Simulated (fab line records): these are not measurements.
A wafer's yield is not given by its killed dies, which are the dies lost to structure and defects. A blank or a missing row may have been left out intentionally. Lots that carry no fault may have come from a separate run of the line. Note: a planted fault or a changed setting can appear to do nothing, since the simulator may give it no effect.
fab line records    flow gf180mcu
record lots=24  wafers=72  last-day=34
route steps=602 shown MVPSD@85 CONTACT@301 V3@451 M4@462 MIM@503 V5@557
lots untouched by any fault: they come from a run of this same line in which no faults occurred
start-h: start of the lot's first displayed wafer, in hours after the record's first day    wait-h: how many hours have passed since the lot's step before this one    " the same as in the row above    L1.1+2: several wafers, shown together as one row    - no value, or no start was given    * or withheld: withheld    < > ~ a bound
route shown NAME@n: a module of which the file shows steps, and the number in the route of the first    usual: the fault-free wafers' mean and standard deviation    same: alike in all rows    chamber/n: place in a boat    sites: each site's reading    _std_site: the values' standard deviation    _edge_site: the outer-site mean with the inner-site mean subtracted    radius-mm: how far each site lies from the wafer's centre    mask NAME#n: copy n    behind: the tool/chamber that last shaped the wafer    hold: what put the lot on hold/how long, in hours/how the hold closed    device: transistor that didn't switch, given as n, p or np    end of line: the same wafers' tests at the end of the route    where a step has no rows: the recipe by itself    killed: dies lost to structure and defects at the first sort, not the wafer's yield    map: the dies of a wafer, with x for killed, . for not killed, _ for no die there
set.NAME: setting as actually run; set.NAME@STEP: the setting as run at that earlier step    model.NAME: the simulator's own value behind a step, which no gauge read
route steps across a sampled set of lots; one table per step, one row per wafer
services: the hour from which a tool's chamber was out of use, counted from the record's first day as start-h (under 0 if before that day), plus the number of hours and why
## steps
# step GF_MVPSD_OVL_MEAS_07
# usual MVPSD_OVL=-0.5/1.2
lot.wafer  tool        chamber  start-h  wait-h  MVPSD_OVL[nm]
L074.2     overlay-02  -        95.23    -       0.0
L074.3     "           -        "        "       0.9
L074.5     "           -        "        "       -0.4
L075.2     overlay-01  -        104.99   -       -1.7
L075.3     "           -        "        "       0.1
L075.5     "           -        "        "       -0.3
L076.1     overlay-01  -        112.42   -       0.3
L076.2     "           -        "        "       -0.4
L076.6     "           -        "        "       -0.2
L077.1     overlay-01  -        115.23   -       -0.7
L077.2     "           -        "        "       -1.0
L077.3     "           -        "        "       -1.6
L078.1     overlay-02  -        122.31   -       0.4
L078.2     "           -        "        "       1.8
L078.3     "           -        "        "       1.7
L079.2     overlay-02  -        125.48   -       -0.5
L079.3     "           -        "        "       0.1
L079.6     "           -        "        "       -1.6
L080.1     overlay-01  -        132.11   -       0.8
L080.2     "           -        "        "       -1.6
L080.4     "           -        "        "       1.0
L081.1     overlay-01  -        140.32   -       0.8
L081.5     "           -        "        "       1.8
L081.6     "           -        "        "       0.8
L082.3     overlay-01  -        145.58   -       -1.4
L082.4     "           -        "        "       -1.2
L082.5     "           -        "        "       -1.7
L083.1     overlay-02  -        149.78   -       -0.3
L083.3     "           -        "        "       -0.5
L083.6     "           -        "        "       -0.1
L084.1     overlay-01  -        158.58   -       -0.8
L084.2     "           -        "        "       0.5
L084.4     "           -        "        "       0.2
L085.2     overlay-01  -        162.49   -       0.0
L085.5     "           -        "        "       -0.5
L085.6     "           -        "        "       -1.9
L086.1     overlay-01  -        167.61   -       -1.6
L086.3     "           -        "        "       0.2
L086.6     "           -        "        "       -1.1
L087.3     overlay-02  -        175.48   -       -0.2
L087.4     "           -        "        "       1.6
L087.5     "           -        "        "       -0.8
L088.3     overlay-02  -        180.98   -       -3.6
L088.4     "           -        "        "       -2.9
L088.5     "           -        "        "       -4.9
L089.1     overlay-01  -        186.41   -       0.6
L089.2     "           -        "        "       -1.1
L089.3     "           -        "        "       0.9
L090.3     overlay-02  -        193.99   -       0.4
L090.5     "           -        "        "       -1.1
L090.6     "           -        "        "       1.0
L091.2     overlay-01  -        198.92   -       -2.3
L091.3     "           -        "        "       -2.7
L091.4     "           -        "        "       -1.1
L092.2     overlay-02  -        203.37   -       -0.6
L092.5     "           -        "        "       1.4
L092.6     "           -        "        "       0.3
L093.2     overlay-01  -        208.74   -       -0.1
L093.3     "           -        "        "       -0.9
L093.5     "           -        "        "       -0.1
L094.2     overlay-01  -        214.22   -       -2.0
L094.3     "           -        "        "       -1.8
L094.4     "           -        "        "       -2.2
L095.2     overlay-02  -        220.89   -       0.4
L095.4     "           -        "        "       0.2
L095.6     "           -        "        "       0.2
L096.3     overlay-01  -        226.79   -       -0.8
L096.5     "           -        "        "       -0.2
L096.6     "           -        "        "       -0.1
L097.1     overlay-01  -        233.53   -       -1.8
L097.2     "           -        "        "       -1.5
L097.4     "           -        "        "       -3.9
# step GF_CONTACT_CD_MEAS_14
# recipe target-cd-nm=220
# usual cd-nm=220.1/1.6
lot.wafer  tool       chamber  start-h  wait-h  cd-nm
L074.2     cd-sem-02  -        361.18   0.1     218.1
L074.3     "          -        "        "       217.0
L074.5     "          -        "        "       218.1
L075.2     cd-sem-01  -        378.08   0.1     220.3
L075.3     "          -        "        "       220.1
L075.5     "          -        "        "       219.9
L076.1     cd-sem-01  -        394.28   0.1     218.7
L076.2     "          -        "        "       220.7
L076.6     "          -        "        "       218.8
L077.1     cd-sem-01  -        395.28   0.1     217.0
L077.2     "          -        "        "       217.8
L077.3     "          -        "        "       216.0
L078.1     cd-sem-02  -        411.51   0.1     220.0
L078.2     "          -        "        "       221.1
L078.3     "          -        "        "       221.0
L079.2     cd-sem-02  -        413.18   0.1     221.4
L079.3     "          -        "        "       220.4
L079.6     "          -        "        "       221.0
L080.1     cd-sem-01  -        425.51   0.1     222.1
L080.2     "          -        "        "       222.4
L080.4     "          -        "        "       221.2
L081.1     cd-sem-02  -        437.08   0.1     220.6
L081.5     "          -        "        "       221.5
L081.6     "          -        "        "       220.5
L082.3     cd-sem-02  -        440.30   0.1     219.8
L082.4     "          -        "        "       221.5
L082.5     "          -        "        "       221.5
L083.1     cd-sem-01  -        443.81   0.1     219.9
L083.3     "          -        "        "       219.2
L083.6     "          -        "        "       218.2
L084.1     cd-sem-02  -        453.61   0.1     217.4
L084.2     "          -        "        "       218.8
L084.4     "          -        "        "       217.8
L085.2     cd-sem-01  -        462.73   0.1     218.0
L085.5     "          -        "        "       219.1
L085.6     "          -        "        "       217.9
L086.1     cd-sem-02  -        469.56   0.1     221.1
L086.3     "          -        "        "       222.5
L086.6     "          -        "        "       219.4
L087.3     cd-sem-02  -        478.42   0.1     220.6
L087.4     "          -        "        "       219.4
L087.5     "          -        "        "       220.3
L088.3     cd-sem-02  -        489.60   0.1     220.6
L088.4     "          -        "        "       220.9
L088.5     "          -        "        "       221.4
L089.1     cd-sem-01  -        493.03   0.1     219.8
L089.2     "          -        "        "       218.9
L089.3     "          -        "        "       219.7
L090.3     cd-sem-01  -        504.60   0.1     222.6
L090.5     "          -        "        "       221.8
L090.6     "          -        "        "       221.5
L091.2     cd-sem-01  -        512.15   0.1     223.1
L091.3     "          -        "        "       223.8
L091.4     "          -        "        "       223.4
L092.2     cd-sem-01  -        515.18   0.1     220.7
L092.5     "          -        "        "       221.0
L092.6     "          -        "        "       220.9
L093.2     cd-sem-02  -        520.95   0.1     221.1
L093.3     "          -        "        "       221.5
L093.5     "          -        "        "       219.4
L094.2     cd-sem-01  -        526.85   0.1     220.9
L094.3     "          -        "        "       220.7
L094.4     "          -        "        "       220.0
L095.2     cd-sem-02  -        540.18   0.1     219.2
L095.4     "          -        "        "       218.6
L095.6     "          -        "        "       217.7
L096.3     cd-sem-01  -        547.15   0.1     220.3
L096.5     "          -        "        "       221.5
L096.6     "          -        "        "       221.0
L097.1     cd-sem-02  -        559.75   0.2     220.6
L097.2     "          -        "        "       221.4
L097.4     "          -        "        "       221.0
# step GF_V3_SPUTTER_22
# recipe material=TiN  target-thk-nm=10  chamber-pressure-pa=5  power-w=4000  time-s=40
# usual throttle-valve-pct=30.4/0.99
lot.wafer  tool            chamber  start-h  wait-h  throttle-valve-pct
L074.2     pvd-sputter-04  -        514.65   0.0     30.1
L074.3     "               -        "        "       30.5
L074.5     "               -        "        "       30.3
L075.2     pvd-sputter-04  -        529.04   0.0     30.4
L075.3     "               -        "        "       31.0
L075.5     "               -        "        "       31.0
L076.1     pvd-sputter-03  -        545.60   0.0     29.4
L076.2     "               -        "        "       29.4
L076.6     "               -        "        "       29.5
L077.1     pvd-sputter-02  -        546.16   0.0     29.2
L077.2     "               -        "        "       31.8
L077.3     "               -        "        "       30.5
L078.1     pvd-sputter-02  -        563.16   0.0     29.1
L078.2     "               -        "        "       31.9
L078.3     "               -        "        "       30.0
L079.2     pvd-sputter-04  -        564.56   0.0     30.1
L079.3     "               -        "        "       30.9
L079.6     "               -        "        "       30.6
L080.1     pvd-sputter-04  -        573.24   0.0     29.4
L080.2     "               -        "        "       30.2
L080.4     "               -        "        "       30.5
L081.1     pvd-sputter-02  -        585.86   0.0     31.4
L081.5     "               -        "        "       30.2
L081.6     "               -        "        "       30.4
L082.3     pvd-sputter-03  -        588.71   0.0     29.2
L082.4     "               -        "        "       30.0
L082.5     "               -        "        "       29.3
L083.1     pvd-sputter-03  -        591.92   0.0     29.2
L083.3     "               -        "        "       29.9
L083.6     "               -        "        "       29.4
L084.1     pvd-sputter-04  -        597.87   0.0     31.0
L084.2     "               -        "        "       30.2
L084.4     "               -        "        "       30.8
L085.2     pvd-sputter-02  -        608.02   0.0     30.7
L085.5     "               -        "        "       29.1
L085.6     "               -        "        "       31.7
L086.1     pvd-sputter-02  -        614.82   0.0     30.3
L086.3     "               -        "        "       29.0
L086.6     "               -        "        "       29.2
L087.3     pvd-sputter-02  -        620.71   0.0     31.8
L087.4     "               -        "        "       29.2
L087.5     "               -        "        "       29.1
L088.3     pvd-sputter-02  -        631.32   0.0     32.1
L088.4     "               -        "        "       29.3
L088.5     "               -        "        "       30.6
L089.1     pvd-sputter-04  -        635.37   0.0     29.4
L089.2     "               -        "        "       31.0
L089.3     "               -        "        "       30.8
L090.3     pvd-sputter-03  -        643.28   0.0     33.0
L090.5     "               -        "        "       32.9
L090.6     "               -        "        "       29.4
L091.2     pvd-sputter-02  -        651.18   0.0     31.7
L091.3     "               -        "        "       30.6
L091.4     "               -        "        "       30.1
L092.2     pvd-sputter-02  -        653.06   0.0     31.8
L092.5     "               -        "        "       30.9
L092.6     "               -        "        "       30.2
L093.2     pvd-sputter-04  -        659.64   0.0     30.8
L093.3     "               -        "        "       31.2
L093.5     "               -        "        "       30.3
L094.2     pvd-sputter-02  -        660.94   0.0     32.0
L094.3     "               -        "        "       30.1
L094.4     "               -        "        "       30.7
L095.2     pvd-sputter-04  -        676.29   0.0     31.2
L095.4     "               -        "        "       29.5
L095.6     "               -        "        "       31.2
L096.3     pvd-sputter-04  -        681.42   0.0     30.8
L096.5     "               -        "        "       29.5
L096.6     "               -        "        "       31.1
L097.1     pvd-sputter-04  -        690.05   0.0     29.6
L097.2     "               -        "        "       30.3
L097.4     "               -        "        "       31.0
# step GF_M4_THK_MEAS_06
# recipe thk-meas-gauge=xrf  reads=AlCu_of_M4_SPUTTER_02
# usual M4_ALCU_THK=452/4.8
lot.wafer  tool           chamber  start-h  wait-h  M4_ALCU_THK[nm]
L074.2     film-metro-04  -        515.63   0.1     454
L074.3     "              -        "        "       460
L074.5     "              -        "        "       455
L075.2     film-metro-02  -        530.02   0.1     450
L075.3     "              -        "        "       448
L075.5     "              -        "        "       452
L076.1     film-metro-02  -        546.57   0.1     453
L076.2     "              -        "        "       457
L076.6     "              -        "        "       456
L077.1     film-metro-01  -        547.13   0.1     451
L077.2     "              -        "        "       448
L077.3     "              -        "        "       446
L078.1     film-metro-02  -        564.13   0.1     456
L078.2     "              -        "        "       455
L078.3     "              -        "        "       453
L079.2     film-metro-01  -        565.55   0.1     451
L079.3     "              -        "        "       452
L079.6     "              -        "        "       455
L080.1     film-metro-01  -        574.21   0.1     450
L080.2     "              -        "        "       455
L080.4     "              -        "        "       454
L081.1     film-metro-01  -        586.95   0.1     447
L081.5     "              -        "        "       450
L081.6     "              -        "        "       452
L082.3     film-metro-04  -        589.82   0.1     458
L082.4     "              -        "        "       457
L082.5     "              -        "        "       449
L083.1     film-metro-04  -        592.89   0.1     457
L083.3     "              -        "        "       458
L083.6     "              -        "        "       451
L084.1     film-metro-01  -        598.84   0.1     446
L084.2     "              -        "        "       450
L084.4     "              -        "        "       451
L085.2     film-metro-01  -        609.00   0.1     446
L085.5     "              -        "        "       449
L085.6     "              -        "        "       448
L086.1     film-metro-02  -        615.80   0.1     456
L086.3     "              -        "        "       451
L086.6     "              -        "        "       457
L087.3     film-metro-04  -        621.70   0.1     448
L087.4     "              -        "        "       449
L087.5     "              -        "        "       451
L088.3     film-metro-04  -        632.31   0.1     445
L088.4     "              -        "        "       453
L088.5     "              -        "        "       445
L089.1     film-metro-02  -        636.37   0.1     449
L089.2     "              -        "        "       449
L089.3     "              -        "        "       443
L090.3     film-metro-04  -        644.27   0.1     448
L090.5     "              -        "        "       446
L090.6     "              -        "        "       450
L091.2     film-metro-04  -        652.16   0.1     448
L091.3     "              -        "        "       445
L091.4     "              -        "        "       454
L092.2     film-metro-01  -        654.04   0.1     458
L092.5     "              -        "        "       453
L092.6     "              -        "        "       456
L093.2     film-metro-02  -        660.81   0.1     446
L093.3     "              -        "        "       445
L093.5     "              -        "        "       451
L094.2     film-metro-01  -        661.92   0.1     448
L094.3     "              -        "        "       443
L094.4     "              -        "        "       444
L095.2     film-metro-01  -        677.39   0.1     446
L095.4     "              -        "        "       445
L095.6     "              -        "        "       445
L096.3     film-metro-04  -        682.41   0.1     453
L096.5     "              -        "        "       462
L096.6     "              -        "        "       461
L097.1     film-metro-01  -        691.03   0.1     450
L097.2     "              -        "        "       457
L097.4     "              -        "        "       457
# step GF_MIM_SPUTTER_00
# recipe material=Ti  target-thk-nm=37.5  arriving-ion-energy-ev=80  substrate-temp-c=200  chamber-pressure-pa=2  power-w=4000  time-s=150
# usual throttle-valve-pct=30.1/1
lot.wafer  tool            chamber  start-h  wait-h  throttle-valve-pct
L074.2     pvd-sputter-03  -        563.47   0.2     33.2
L074.3     "               -        "        "       29.2
L074.5     "               -        "        "       29.5
L075.2     pvd-sputter-04  -        577.31   0.2     30.1
L075.3     "               -        "        "       29.7
L075.5     "               -        "        "       30.6
L076.1     pvd-sputter-03  -        593.47   0.2     30.1
L076.2     "               -        "        "       33.0
L076.6     "               -        "        "       29.4
L077.1     pvd-sputter-04  -        593.95   0.1     31.1
L077.2     "               -        "        "       29.5
L077.3     "               -        "        "       30.8
L078.1     pvd-sputter-01  -        610.17   0.2     28.8
L078.2     "               -        "        "       28.9
L078.3     "               -        "        "       29.9
L079.2     pvd-sputter-01  -        611.57   0.1     30.4
L079.3     "               -        "        "       28.5
L079.6     "               -        "        "       28.8
L080.1     pvd-sputter-01  -        618.69   0.1     30.4
L080.2     "               -        "        "       28.7
L080.4     "               -        "        "       28.8
L081.1     pvd-sputter-01  -        631.22   0.1     30.4
L081.5     "               -        "        "       28.8
L081.6     "               -        "        "       30.3
L082.3     pvd-sputter-04  -        634.87   0.1     29.5
L082.4     "               -        "        "       29.6
L082.5     "               -        "        "       31.1
L083.1     pvd-sputter-04  -        636.77   0.2     29.6
L083.3     "               -        "        "       31.0
L083.6     "               -        "        "       30.9
L084.1     pvd-sputter-03  -        641.97   0.1     32.9
L084.2     "               -        "        "       30.0
L084.4     "               -        "        "       29.4
L085.2     pvd-sputter-03  -        652.15   0.1     30.3
L085.5     "               -        "        "       32.8
L085.6     "               -        "        "       29.3
L086.1     pvd-sputter-04  -        658.08   0.2     29.8
L086.3     "               -        "        "       31.2
L086.6     "               -        "        "       30.5
L087.3     pvd-sputter-01  -        663.31   0.1     30.5
L087.4     "               -        "        "       29.8
L087.5     "               -        "        "       28.8
L088.3     pvd-sputter-01  -        674.69   0.3     29.0
L088.4     "               -        "        "       28.8
L088.5     "               -        "        "       28.8
L089.1     pvd-sputter-04  -        678.04   0.2     29.5
L089.2     "               -        "        "       30.3
L089.3     "               -        "        "       30.6
L090.3     pvd-sputter-01  -        686.12   0.2     29.1
L090.5     "               -        "        "       28.7
L090.6     "               -        "        "       29.9
L091.2     pvd-sputter-04  -        694.93   0.1     30.5
L091.3     "               -        "        "       31.0
L091.4     "               -        "        "       29.7
L092.2     pvd-sputter-04  -        695.89   0.1     30.5
L092.5     "               -        "        "       30.9
L092.6     "               -        "        "       29.9
L094.2     pvd-sputter-04  -        702.89   0.1     30.6
L094.3     "               -        "        "       29.4
L094.4     "               -        "        "       30.2
L093.2     pvd-sputter-01  -        703.54   0.1     29.1
L093.3     "               -        "        "       30.3
L093.5     "               -        "        "       28.7
L095.2     pvd-sputter-01  -        717.54   0.2     29.9
L095.4     "               -        "        "       28.8
L095.6     "               -        "        "       29.0
L096.3     pvd-sputter-04  -        722.77   0.1     30.8
L096.5     "               -        "        "       30.2
L096.6     "               -        "        "       31.1
L097.1     pvd-sputter-03  -        731.05   0.1     29.5
L097.2     "               -        "        "       32.7
L097.4     "               -        "        "       29.8
# step GF_V5_ETCH_17
# recipe chemistry=C4F8/O2/Ar  mask-material=KrF  target=SiO2  stop-on=TiN  source-w=1500  bias-w=1200  pressure-mtorr=40  c4f8-flow-sccm=withheld  O2_flow_sccm=6  Ar_flow_sccm=300  time-s=withheld  target-depth-a=8550
# usual oes-product-au=0.860/0.0048
lot.wafer  tool         chamber  start-h  wait-h  oes-product-au
L074.2     rie-diel-03  1        -        -       0.861
L074.3     "            3        "        "       0.858
L074.5     "            0        "        "       0.868
L075.2     rie-diel-01  0        -        -       0.856
L075.3     "            2        "        "       0.867
L075.5     "            2        "        "       0.860
L076.1     rie-diel-04  1        -        -       0.865
L076.2     "            3        "        "       0.857
L076.6     "            3        "        "       0.854
L077.1     rie-diel-04  3        -        -       0.860
L077.2     "            1        "        "       0.860
L077.3     "            0        "        "       0.855
L078.1     rie-diel-01  2        -        -       0.863
L078.2     "            1        "        "       0.858
L078.3     "            0        "        "       0.858
L079.2     rie-diel-04  1        -        -       0.852
L079.3     "            0        "        "       0.857
L079.6     "            1        "        "       0.860
L080.1     rie-diel-04  1        -        -       0.857
L080.2     "            0        "        "       0.861
L080.4     "            2        "        "       0.857
L081.1     rie-diel-04  1        -        -       0.854
L081.5     "            1        "        "       0.856
L081.6     "            0        "        "       0.856
L082.3     rie-diel-01  1        -        -       0.860
L082.4     "            3        "        "       0.872
L082.5     "            1        "        "       0.857
L083.1     rie-diel-03  2        -        -       0.864
L083.3     "            3        "        "       0.860
L083.6     "            1        "        "       0.849
L084.1     rie-diel-03  2        -        -       0.865
L084.2     "            3        "        "       0.860
L084.4     "            0        "        "       0.868
L085.2     rie-diel-03  0        -        -       0.861
L085.5     "            0        "        "       0.865
L085.6     "            3        "        "       0.858
L086.1     rie-diel-04  0        -        -       0.858
L086.3     "            1        "        "       0.865
L086.6     "            1        "        "       0.857
L087.3     rie-diel-04  0        -        -       0.860
L087.4     "            0        "        "       0.852
L087.5     "            1        "        "       0.860
L088.3     rie-diel-03  2        -        -       0.860
L088.4     "            2        "        "       0.860
L088.5     "            0        "        "       0.862
L089.1     rie-diel-04  1        -        -       0.862
L089.2     "            0        "        "       0.865
L089.3     "            2        "        "       0.858
L090.3     rie-diel-04  0        -        -       0.850
L090.5     "            2        "        "       0.858
L090.6     "            0        "        "       0.866
L091.2     rie-diel-04  1        -        -       0.856
L091.3     "            2        "        "       0.854
L091.4     "            0        "        "       0.862
L092.2     rie-diel-01  2        -        -       0.865
L092.5     "            2        "        "       0.850
L092.6     "            3        "        "       0.861
L094.2     rie-diel-03  0        -        -       0.859
L094.3     "            1        "        "       0.862
L094.4     "            2        "        "       0.859
L093.2     rie-diel-04  1        -        -       0.869
L093.3     "            2        "        "       0.863
L093.5     "            3        "        "       0.864
L095.2     rie-diel-03  3        -        -       0.863
L095.4     "            0        "        "       0.855
L095.6     "            2        "        "       0.853
L096.3     rie-diel-03  2        -        -       0.854
L096.5     "            2        "        "       0.854
L096.6     "            1        "        "       0.862
L097.1     rie-diel-01  3        -        -       0.860
L097.2     "            2        "        "       0.867
L097.4     "            1        "        "       0.863
## services
tool            chamber  start-h  hours  kind
rie-diel-04     3        491.66   12.7   repair
rie-diel-03     2        506.69   21.9   repair
rie-diel-01     2        522.78   9.4    repair
rie-diel-03     -        529.11   0.2    repair
rie-diel-03     0        548.97   65.0   repair
pvd-sputter-03  -        571.32   8.4    repair
rie-diel-04     0        605.16   14.2   repair
pvd-sputter-03  -        620.23   1.0    repair
rie-diel-03     -        626.37   1.4    repair
rie-diel-04     0        650.34   5.5    repair
pvd-sputter-01  -        651.30   9.6    repair
rie-diel-04     2        653.41   7.1    repair
rie-diel-03     3        661.04   4.8    repair
pvd-sputter-03  -        678.42   2.7    repair
rie-diel-04     3        697.00   3.6    repair
pvd-sputter-03  -        723.45   1.7    repair
rie-diel-04     -        727.27   2.8    pm
rie-diel-01     -        737.31   6.2    repair
rie-diel-01     -        742.25   0.6    repair
rie-diel-01     1        750.78   4.3    repair
pvd-sputter-03  -        759.99   0.6    repair
rie-diel-04     2        765.60   6.1    repair
pvd-sputter-02  -        771.71   1.4    repair
rie-diel-03     0        779.59   12.9   repair
## key
fault none
